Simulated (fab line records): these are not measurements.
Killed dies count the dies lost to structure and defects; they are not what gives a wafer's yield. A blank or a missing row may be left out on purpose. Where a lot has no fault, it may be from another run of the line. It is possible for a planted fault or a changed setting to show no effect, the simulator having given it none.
Which tool is to blame? / flow sky130 / 38 wafers from 13 lots sampled at 5 of the route's 708 steps

== WHAT THE GAUGES SHOWED, per wafer ==
SKY_DNWELL_TW_MEAS_09.
lot=L478; measured=day 3 07:40; on=film metro-03; DNWELL_TW=1128 1127 1130
lot=L479; measured=day 3 08:50; on=film metro-03; DNWELL_TW=1122 1123 1118
lot=L480; measured=day 3 17:02; on=film metro-01; DNWELL_TW=1099 1099 1101
lot=L481; measured=day 3 22:46; on=film metro-04; DNWELL_TW=1108 1106 1103
lot=L482; measured=day 4 02:50; on=film metro-04; DNWELL_TW=1115 1107 1111
lot=L483; measured=day 4 05:01; on=film metro-04; DNWELL_TW=1116 1115 1119
lot=L484; measured=day 4 13:00; on=film metro-01; DNWELL_TW=1108 1105 1105
lot=L487; measured=day 5 03:32; on=film metro-03; DNWELL_TW=1135 1135 1141
lot=L488; measured=day 5 09:58; on=film metro-03; DNWELL_TW=1141 1135 1140
lot=L492; measured=day 6 06:35; on=film metro-03; DNWELL_TW=1124 1132 1130
lot=L495; measured=day 7 03:27; on=film metro-01; DNWELL_TW=1099 1098
lot=L497; measured=day 7 11:40; on=film metro-03; DNWELL_TW=1125 1127 1122
lot=L499; measured=day 7 20:08; on=film metro-03; DNWELL_TW=1138 1131 1132

SKY_VT_ADJUST_LVTN_OVL_MEAS_07.
lot=L478; measured=day 7 00:35; on=overlay-02; VT_ADJUST_LVTN_OVL (nm)=-0.7 -0.1 0.9
lot=L479; measured=day 7 02:47; on=overlay-01; VT_ADJUST_LVTN_OVL (nm)=0.1 -0.8 1.4
lot=L480; measured=day 7 12:08; on=overlay-02; VT_ADJUST_LVTN_OVL (nm)=1.3 2.2 0.9
lot=L481; measured=day 7 19:20; on=overlay-02; VT_ADJUST_LVTN_OVL (nm)=1.7 0.2 0.6
lot=L482; measured=day 8 00:40; on=overlay-02; VT_ADJUST_LVTN_OVL (nm)=-0.3 -2.5 -1.0
lot=L483; measured=day 8 02:49; on=overlay-01; VT_ADJUST_LVTN_OVL (nm)=-1.2 -1.4 1.3
lot=L484; measured=day 8 10:48; on=overlay-01; VT_ADJUST_LVTN_OVL (nm)=-0.3 -1.3 -1.2
lot=L487; measured=day 9 06:17; on=overlay-01; VT_ADJUST_LVTN_OVL (nm)=3.7 2.2 2.8
lot=L488; measured=day 9 14:41; on=overlay-02; VT_ADJUST_LVTN_OVL (nm)=0.9 0.4 -0.4
lot=L492; measured=day 10 13:19; on=overlay-02; VT_ADJUST_LVTN_OVL (nm)=0.4 -0.8 -0.2
lot=L495; measured=day 11 14:50; on=overlay-01; VT_ADJUST_LVTN_OVL (nm)=-0.4 -1.8
lot=L497; measured=day 12 02:56; on=overlay-02; VT_ADJUST_LVTN_OVL (nm)=3.6 3.7 4.4
lot=L499; measured=day 12 10:20; on=overlay-02; VT_ADJUST_LVTN_OVL (nm)=-0.1 0.1 1.3

SKY_LDD_P_CD_MEAS_07 targets a cd of 380 nm.
lot=L478; measured=day 19 00:56; on=cd sem-02; cd nm (nm)=379.5 383.0 382.0
lot=L479; measured=day 19 09:18; on=cd sem-02; cd nm (nm)=381.9 378.8 379.5
lot=L480; measured=day 20 01:44; on=cd sem-01; cd nm (nm)=380.9 377.8 381.6
lot=L481; measured=day 20 19:11; on=cd sem-01; cd nm (nm)=378.2 380.0 381.7
lot=L482; measured=day 20 17:59; on=cd sem-02; cd nm (nm)=379.9 378.9 380.8
lot=L483; measured=day 20 17:41; on=cd sem-01; cd nm (nm)=378.5 380.6 379.1
lot=L484; measured=day 21 02:05; on=cd sem-01; cd nm (nm)=378.1 376.5 376.9
lot=L487; measured=day 22 05:47; on=cd sem-02; cd nm (nm)=377.4 377.6 377.6
lot=L488; measured=day 22 18:44; on=cd sem-02; cd nm (nm)=382.3 382.2 382.6
lot=L492; measured=day 24 03:18; on=cd sem-01; cd nm (nm)=376.8 378.6 379.8
lot=L495; measured=day 25 13:28; on=cd sem-01; cd nm (nm)=357.5 383.5
lot=L497; measured=day 26 01:37; on=cd sem-02; cd nm (nm)=356.8 379.5 359.3
lot=L499; measured=day 26 04:54; on=cd sem-01; cd nm (nm)=380.2 380.7 382.4

== WHAT TOOL EACH LOT RAN ON (gives the tool, then ch and the chambers of the sampled wafers, and finally the start) ==
lot=L478; SKY_SONOS_ONO_ETCH_15=rie diel-02 ch 1,2, day 12 17:33; SKY_LDD_P_EXPOSE_04=iline stepper-02 ch 0, day 18 09:20
lot=L479; SKY_SONOS_ONO_ETCH_15=rie diel-04 ch 0,2,3, day 12 18:57; SKY_LDD_P_EXPOSE_04=iline stepper-02 ch 0, day 18 17:13
lot=L480; SKY_SONOS_ONO_ETCH_15=rie diel-02 ch 2,3, day 13 09:29; SKY_LDD_P_EXPOSE_04=iline stepper-02 ch 0, day 19 10:52
lot=L481; SKY_SONOS_ONO_ETCH_15=rie diel-01 ch 0,1, day 14 04:26; SKY_LDD_P_EXPOSE_04=iline stepper-02 ch 0, day 20 03:50
lot=L482; SKY_SONOS_ONO_ETCH_15=rie diel-02 ch 1,2,3, day 14 04:32; SKY_LDD_P_EXPOSE_04=iline stepper-02 ch 0, day 20 02:38
lot=L483; SKY_SONOS_ONO_ETCH_15=rie diel-04 ch 0,1,3, day 14 04:50; SKY_LDD_P_EXPOSE_04=iline stepper-01 ch 0, day 20 02:24
lot=L484; SKY_SONOS_ONO_ETCH_15=rie diel-01 ch 0,1,2, day 14 12:02; SKY_LDD_P_EXPOSE_04=iline stepper-01 ch 0, day 20 11:13
lot=L487; SKY_SONOS_ONO_ETCH_15=rie diel-04 ch 1,2,3, day 15 11:36; SKY_LDD_P_EXPOSE_04=iline stepper-02 ch 0, day 21 15:14
lot=L488; SKY_SONOS_ONO_ETCH_15=rie diel-02 ch 0,1,2, day 15 23:47; SKY_LDD_P_EXPOSE_04=iline stepper-02 ch 0, day 22 03:41
lot=L492; SKY_SONOS_ONO_ETCH_15=rie diel-02 ch 0,1, day 17 06:44; SKY_LDD_P_EXPOSE_04=iline stepper-01 ch 0, day 23 12:24
lot=L495; SKY_SONOS_ONO_ETCH_15=rie diel-04 ch 0,3, day 18 14:59; SKY_LDD_P_EXPOSE_04=iline stepper-02 ch 0, day 24 22:33
lot=L497; SKY_SONOS_ONO_ETCH_15=rie diel-01 ch 2,3, day 19 08:11; SKY_LDD_P_EXPOSE_04=iline stepper-02 ch 0, day 25 11:31
lot=L499; SKY_SONOS_ONO_ETCH_15=rie diel-04 ch 1,2,3, day 19 11:50; SKY_LDD_P_EXPOSE_04=iline stepper-01 ch 0, day 25 14:59
- SKY_SONOS_ONO_ETCH_15: etches the open film in CHF3/O2, target depth 19.52 nm, time 7.8 s.
- SKY_LDD_P_EXPOSE_04: exposes mask PSDM, target cd 380 nm.

== WHAT THE TOOLS THEMSELVES READ (means of the sampled wafers that have a number; where no wafer has one, the mark that the record gives instead) ==
SKY_SONOS_ONO_ETCH_15.
lot=L478; tool=rie diel-02; drypump motor current A (A)=5.1; oes product au (a.u.)=1.001; throttle valve pct (%)=8.829
lot=L479; tool=rie diel-04; drypump motor current A (A)=5.6; oes product au (a.u.)=1.004; throttle valve pct (%)=8.829
lot=L480; tool=rie diel-02; drypump motor current A (A)=5.5; oes product au (a.u.)=0.996; throttle valve pct (%)=8.819
lot=L481; tool=rie diel-01; drypump motor current A (A)=6.1; oes product au (a.u.)=1.002; throttle valve pct (%)=8.823
lot=L482; tool=rie diel-02; drypump motor current A (A)=5.4; oes product au (a.u.)=1.004; throttle valve pct (%)=8.830
lot=L483; tool=rie diel-04; drypump motor current A (A)=5.6; oes product au (a.u.)=1.015; throttle valve pct (%)=8.832
lot=L484; tool=rie diel-01; drypump motor current A (A)=5.9; oes product au (a.u.)=0.996; throttle valve pct (%)=8.821
lot=L487; tool=rie diel-04; drypump motor current A (A)=5.8; oes product au (a.u.)=1.005; throttle valve pct (%)=8.832
lot=L488; tool=rie diel-02; drypump motor current A (A)=5.5; oes product au (a.u.)=0.998; throttle valve pct (%)=8.812
lot=L492; tool=rie diel-02; drypump motor current A (A)=5.9; oes product au (a.u.)=0.998; throttle valve pct (%)=8.825
lot=L495; tool=rie diel-04; drypump motor current A (A)=5.2; oes product au (a.u.)=1.009; throttle valve pct (%)=8.834
lot=L497; tool=rie diel-01; drypump motor current A (A)=5.9; oes product au (a.u.)=1.000; throttle valve pct (%)=8.815
lot=L499; tool=rie diel-04; drypump motor current A (A)=5.8; oes product au (a.u.)=1.010; throttle valve pct (%)=8.828

== THE ANSWER, worked out from the rows above alone ==
Rule: the lots themselves supply what counts as usual. The widest of any qualifying gaps counts: lots, ordered by their means at a reading, are off when they make up no more than a third of the lots, leave a main group of 4 or more, and stand apart from it by 3 or more times the standard deviation of that group's means. If all means in a main group match to the digits the tables above print for the reading, that group is not used. Also off: a lot with no number at a reading for which 4 or more lots have one. The other lots that the step has rows for count as sound. Order of review: gauges by route order, followed by the tools' own readings, for which a lot's mean as printed above is used. The first step at which some lot is off is used, and at that step the reading that is off furthest; a lot without a number counts as furthest.
Off, at SKY_LDD_P_CD_MEAS_07 on cd nm: L495, L497. For the main group the mean is 379.8 nm and the standard deviation 1.5.
If a tool, at a process step before that reading, ran all the lots that are off and no sound lot after the first of them, it fits. The gauges at SKY_LDD_P_CD_MEAS_07 are tried like those tools. One fits: SKY_LDD_P_EXPOSE_04 on iline stepper-02. A fault onset in the window from L488 (day 22 03:41, its last sound lot) to L495 (day 24 22:33, its first lot off) fits.

== WHAT THE SIMULATOR HAD INSERTED ==
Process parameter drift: iline stepper-02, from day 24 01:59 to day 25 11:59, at SKY_LDD_P_EXPOSE_04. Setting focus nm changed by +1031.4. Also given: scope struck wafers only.
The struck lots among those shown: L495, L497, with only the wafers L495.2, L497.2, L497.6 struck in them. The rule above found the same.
